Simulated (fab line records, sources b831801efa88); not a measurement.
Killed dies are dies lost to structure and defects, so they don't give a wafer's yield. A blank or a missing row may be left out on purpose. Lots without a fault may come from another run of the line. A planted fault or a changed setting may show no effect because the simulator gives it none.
One fault seen from 2 desks | flow sky130 | each desk has only its own numbers; what lay behind them comes last

THE METROLOGY DESK
What the gauges read, lot by lot, whatever tool the lot ran on: means of the sampled wafers that have a number. A lot is out of limits, marked OUT, if its mean lies more than 4 standard deviations from the usual mean; the brackets give that distance.
Columns: A = POLY_GATE_CVD_00_THK at SKY_POLY_GATE_THK_MEAS_01, usual 179.9 nm; B = SD_P_TW at SKY_SD_P_TW_MEAS_11, usual 2807; C = SD_P_RS at SKY_SD_N_RS_MEAS_17, usual 147.3 ohm/sq; D = LI_CONTACT_BOW at SKY_LI_CONTACT_BOW_MEAS_03, usual 56 um
lot  | first seen here | A     | B               | C               | D
L478 | day 14 11:42    | 180.0 | 2817            | 147.3           | 55
L479 | day 14 20:29    | 180.4 | 2824            | 146.5           | 59
L481 | day 15 12:43    | 180.0 | 2835            | 147.4           | 58
L489 | day 18 07:29    | 181.9 | 3010 (+9.2) OUT | 128.3 (-49) OUT | 47
L490 | day 18 17:44    | 180.4 | 3042 (+11) OUT  | 129.2 (-46) OUT | 59
L493 | day 19 15:07    | 179.7 | 2772            | 147.2           | 57
L494 | day 19 20:32    | 177.7 | 2769            | 147.6           | 61
L498 | day 21 15:19    | 179.6 | 2838            | 147.6           | 59
L499 | day 21 21:06    | 181.4 | 2803            | 147.3           | 60
L500 | day 22 03:53    | 181.1 | 2800            | 147.6           | 60
This desk's finding: out of limits on L489, L490; first on L489, day 29 20:00 (SD_P_TW at SKY_SD_P_TW_MEAS_11). In limits: L478, L479, L481, L493, L494, L498, L499, L500.

THE TOOL OWNER'S DESK: implanter-03
The tool's own readings at SKY_SD_P_IMPLANT_09: means of the sampled wafers that have a number, for each lot that ran on this tool. A lot is out of limits, marked OUT, if its mean lies more than 4 standard deviations from the usual mean; the brackets give that distance.
Columns: A = beam_energy_keV at SKY_SD_P_IMPLANT_09, usual 19.999
lot  | first seen here | A
L478 | day 25 22:04    | 19.992
L479 | day 26 11:53    | 19.998
L481 | day 27 01:57    | 19.999
L489 | day 29 19:46    | 26.331 (+99 or more) OUT
L490 | day 30 06:31    | 26.330 (+99 or more) OUT
This desk's finding: out of limits on L489, L490; first on L489, day 29 19:46 (beam_energy_keV at SKY_SD_P_IMPLANT_09). In limits: L478, L479, L481.

PUT TOGETHER
The tool owner's desk could have raised an alarm at day 29 19:46, on L489, L490.
The metrology desk could have raised an alarm at day 29 20:00, on L489, L490.
Of the lots named, all ran SKY_SD_P_IMPLANT_09 on implanter-03.

WHAT THE SIMULATOR HAD PUT IN
Process parameter drift: implanter-03, from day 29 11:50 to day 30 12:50, at SKY_SD_P_IMPLANT_09. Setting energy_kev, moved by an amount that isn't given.
Lots struck among those shown: L489, L490.
Hours from the fault's start to each desk's first reading out of limits: the tool owner's desk, 8; the metrology desk, 8.
